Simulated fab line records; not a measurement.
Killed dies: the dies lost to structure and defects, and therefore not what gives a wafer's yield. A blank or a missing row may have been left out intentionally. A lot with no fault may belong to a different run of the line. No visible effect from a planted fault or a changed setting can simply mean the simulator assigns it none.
2 desks looking at one fault / flow gf180mcu / each desk holds nothing but its own numbers, with what lay behind them at the end

AT THE METROLOGY DESK
Lot by lot, what the gauges showed, no matter which tool ran the lot: averages of those sampled wafers that carry a number. A lot is out of limits, marked OUT, if its mean lies more than 4 standard deviations from the usual mean; the brackets give that distance.
Columns: A = cdNm at GF_POLY_GATE_CD_MEAS_18, usual 279.9 nm
lot=L313; first seen here=day 9 03:45; A=278.0
lot=L314; first seen here=day 9 09:30; A=280.6
lot=L315; first seen here=day 9 17:31; A=280.7
lot=L316; first seen here=day 10 04:41; A=280.7
lot=L317; first seen here=day 10 13:55; A=280.2
lot=L318; first seen here=day 11 00:16; A=280.0
lot=L319; first seen here=day 11 05:50; A=281.9
lot=L320; first seen here=day 11 12:03; A=281.4
lot=L330; first seen here=day 14 06:40; A=279.3
lot=L332; first seen here=day 14 22:21; A=275.4
lot=L333; first seen here=day 15 04:48; A=278.6
lot=L334; first seen here=day 15 18:52; A=282.5
lot=L335; first seen here=day 15 21:44; A=280.6
This desk's verdict: no lot among the 13 shows anything out of limits.

TOOL OWNER'S DESK, rieSi-02
The tool's own readings at GF_POLY_GATE_ETCH_13 (etches poly-Si in HBr/Cl2, stops on SiO2, target depth 198.5 nm, time 69.6 s): means of the sampled wafers that have a number, for each lot that ran on this tool. A lot is out of limits, marked OUT, if its mean lies more than 4 standard deviations from the usual mean; the brackets give that distance.
Columns: A = drypumpMotorCurrentA at GF_POLY_GATE_ETCH_13, usual 5.51 A; B = heBacksideLeakSccm at GF_POLY_GATE_ETCH_13, usual 2.67 sccm; C = mfcCl2Sccm at GF_POLY_GATE_ETCH_13, usual 49.97 sccm; D = oesProductAu at GF_POLY_GATE_ETCH_13, usual 0.991 a.u.; E = throttleValvePct at GF_POLY_GATE_ETCH_13, usual 33.685 %
lot=L313; first seen here=day 9 02:14; A=5.32; B=2.76; C=50.03; D=0.993; E=33.686
lot=L314; first seen here=day 9 07:56; A=5.34; B=2.90; C=50.23; D=0.991; E=33.679
lot=L316; first seen here=day 10 01:47; A=5.56; B=2.80; C=50.00; D=0.990; E=33.681
lot=L317; first seen here=day 10 09:10; A=5.43; B=2.70; C=49.76; D=0.999; E=33.682
lot=L318; first seen here=day 10 21:38; A=5.32; B=2.68; C=49.86; D=0.921 (-12) OUT; E=33.694
lot=L319; first seen here=day 11 04:20; A=5.47; B=2.93; C=49.84; D=0.852 (-23) OUT; E=33.685
lot=L320; first seen here=day 11 09:41; A=5.43; B=2.73; C=49.67; D=0.853 (-23) OUT; E=33.691
lot=L332; first seen here=day 14 20:50; A=5.44; B=2.58; C=50.03; D=0.994; E=33.678
lot=L333; first seen here=day 15 02:31; A=5.45; B=2.66; C=49.99; D=0.988; E=33.681
lot=L334; first seen here=day 15 16:01; A=5.22; B=2.73; C=50.07; D=0.983; E=33.687
lot=L335; first seen here=day 15 18:31; A=5.42; B=2.83; C=49.86; D=0.989; E=33.696
Finding of this desk: L318, L319, L320 out of limits; the first was L318 at day 10 21:38, on oesProductAu at GF_POLY_GATE_ETCH_13. L313, L314, L316, L317, L332, L333, L334, L335 stayed within limits.

PUT TOGETHER
The tool owner's desk could have raised an alarm at day 10 21:38, on L318, L319, L320.
The metrology desk saw nothing out of limits.
The metrology desk holds a record of L318, L319, L320, inside its limits.
GF_POLY_GATE_ETCH_13 was run on rieSi-02 by each of the lots named.

WHAT THE SIMULATOR PUT IN
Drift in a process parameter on rieSi-02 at GF_POLY_GATE_ETCH_13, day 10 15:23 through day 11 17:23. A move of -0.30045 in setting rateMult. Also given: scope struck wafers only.
Struck lots among those shown: L318, L319, L320.
Delay in hours, fault start to first out-of-limits reading, by desk: the tool owner's desk at 6.
